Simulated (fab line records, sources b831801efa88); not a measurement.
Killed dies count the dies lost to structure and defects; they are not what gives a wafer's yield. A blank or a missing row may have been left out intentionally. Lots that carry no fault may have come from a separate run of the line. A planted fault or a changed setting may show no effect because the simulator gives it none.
Chamber matching :: flow sky130 :: SKY_POLY_GATE_ETCH_16 on rieDiel-01 has 4 sister chambers
The step etches Si3N4 in CH3F/O2, stops on poly-Si, time 147.5 s, target depth 75 nm. 16 wafers are shown with their chamber, then 8 later ones without.

WAFERS, EACH WITH ITS CHAMBER
wafer: L074.2
chamber: 1
oesProductAu (a.u.): 0.639
throttleValvePct (%): 10.517

wafer: L074.3
chamber: 0
oesProductAu (a.u.): 0.638
throttleValvePct (%): 10.525

wafer: L074.4
chamber: 2
oesProductAu (a.u.): 0.641
throttleValvePct (%): 10.537

wafer: L082.3
chamber: 2
oesProductAu (a.u.): 0.651
throttleValvePct (%): 10.534

wafer: L082.4
chamber: 0
oesProductAu (a.u.): 0.640
throttleValvePct (%): 10.539

wafer: L082.6
chamber: 2
oesProductAu (a.u.): 0.644
throttleValvePct (%): 10.528

wafer: L084.2
chamber: 0
oesProductAu (a.u.): 0.644
throttleValvePct (%): 10.552

wafer: L084.5
chamber: 0
oesProductAu (a.u.): 0.644
throttleValvePct (%): 10.537

wafer: L084.6
chamber: 1
oesProductAu (a.u.): 0.638
throttleValvePct (%): 10.545

wafer: L085.1
chamber: 1
oesProductAu (a.u.): 0.641
throttleValvePct (%): 10.525

wafer: L085.4
chamber: 1
oesProductAu (a.u.): 0.639
throttleValvePct (%): 10.537

wafer: L085.6
chamber: 1
oesProductAu (a.u.): 0.646
throttleValvePct (%): 10.549

wafer: L090.1
chamber: 0
oesProductAu (a.u.): 0.642
throttleValvePct (%): 10.531

wafer: L090.4
chamber: 2
oesProductAu (a.u.): 0.645
throttleValvePct (%): 10.544

wafer: L090.5
chamber: 2
oesProductAu (a.u.): 0.638
throttleValvePct (%): 10.535

wafer: L094.1
chamber: 3
oesProductAu (a.u.): 0.627
throttleValvePct (%): 10.538

SIGNATURES, as means of the wafers listed above
reading: oesProductAu
chamber 0: 0.64160
chamber 1: 0.64060
chamber 2: 0.64380
chamber 3: 0.62700
scatter within a chamber: 0.00369

reading: throttleValvePct
chamber 0: 10.53680
chamber 1: 10.53460
chamber 2: 10.53560
chamber 3: 10.53800
scatter within a chamber: 0.0103
Rule: a wafer lies at a distance from a chamber equal to the root of the sum of squares, over the readings, of (its reading less the chamber's mean, divided by the reading's scatter). The wafer belongs to the nearest chamber; if the next one is less than 2 further off, it can't be placed. The scatter: the root of (the sum of the squares of (reading less its chamber's mean) over the shown wafers, divided by (wafers less chambers)).

WAFERS WITHOUT THEIR CHAMBER
wafer: L094.4
oesProductAu (a.u.): 0.635
throttleValvePct (%): 10.538

wafer: L094.6
oesProductAu (a.u.): 0.641
throttleValvePct (%): 10.529

wafer: L096.1
oesProductAu (a.u.): 0.641
throttleValvePct (%): 10.532

wafer: L096.3
oesProductAu (a.u.): 0.633
throttleValvePct (%): 10.544

wafer: L096.5
oesProductAu (a.u.): 0.645
throttleValvePct (%): 10.544

wafer: L097.2
oesProductAu (a.u.): 0.639
throttleValvePct (%): 10.529

wafer: L097.4
oesProductAu (a.u.): 0.642
throttleValvePct (%): 10.517

wafer: L097.6
oesProductAu (a.u.): 0.637
throttleValvePct (%): 10.509

THE CHAMBER EACH PASSED THROUGH
wafer: L094.4
from the rows above: can't be placed: 1 or 0 or 3 or 2
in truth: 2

wafer: L094.6
from the rows above: can't be placed: 1 or 0 or 2
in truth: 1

wafer: L096.1
from the rows above: can't be placed: 1 or 0 or 2
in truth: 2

wafer: L096.3
from the rows above: can't be placed: 3 or 1 or 0 or 2
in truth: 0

wafer: L096.5
from the rows above: can't be placed: 2 or 0 or 1
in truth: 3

wafer: L097.2
from the rows above: can't be placed: 1 or 0 or 2
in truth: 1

wafer: L097.4
from the rows above: can't be placed: 1 or 2 or 0
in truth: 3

wafer: L097.6
from the rows above: can't be placed: 1 or 0 or 2 or 3
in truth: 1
Placed correctly: 0 of 8. Unplaceable from these rows: 8, with the true chamber sitting among the candidates in 6. 0 placed wrongly.
